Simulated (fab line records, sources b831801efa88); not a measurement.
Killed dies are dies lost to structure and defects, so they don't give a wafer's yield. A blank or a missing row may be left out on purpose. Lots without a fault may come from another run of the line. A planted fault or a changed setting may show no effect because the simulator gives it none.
Chamber matching | flow gf180mcu | GF_V3_CVD_02 on pecvd-02: 3 sister chambers
The step deposits SiO2 from TEOS, target thk 850 nm, time 94.851 s. 3 wafers are shown with their chamber, then 10 later ones without.

WAFERS WITH THEIR CHAMBER
wafer  | chamber | heater_power_w (W)
L081.6 | 2       | 640
L086.1 | 1       | 947
L086.2 | 0       | 630

WAFERS WITHOUT THEIR CHAMBER
wafer  | heater_power_w (W)
L086.3 | 637
L086.4 | 768
L086.5 | 514
L086.6 | 677
L090.1 | 533
L090.4 | 609
L090.6 | 917
L097.1 | 571
L097.2 | 646
L097.5 | 935

WHICH CHAMBER EACH WENT THROUGH
wafer  | from the rows above          | in truth
L086.3 | can't be placed: 2 or 0      | 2
L086.4 | can't be placed: 2 or 0 or 1 | 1
L086.5 | can't be placed: 0 or 2      | 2
L086.6 | can't be placed: 2 or 0      | 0
L090.1 | can't be placed: 0 or 2      | 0
L090.4 | can't be placed: 0 or 2      | 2
L090.6 | 1                            | 1
L097.1 | can't be placed: 0 or 2      | 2
L097.2 | can't be placed: 2 or 0      | 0
L097.5 | 1                            | 1
Placed correctly: 2 of 10. Can't be placed from these rows: 8 (the true chamber is among the candidates in 8). Placed wrongly: 0.
How it was worked out, from the rows above alone: a wafer's distance from a chamber is the root of the sum, over the readings, of the square of ((its reading less the chamber's mean) divided by the reading's scatter). The wafer belongs to the nearest chamber; if the next one is less than 2 further off, it can't be placed. A chamber's mean is the mean of its shown wafers. The scatter: with one shown wafer a chamber, the root of the mean of the squares of how far each hidden wafer lies from its nearest shown one.
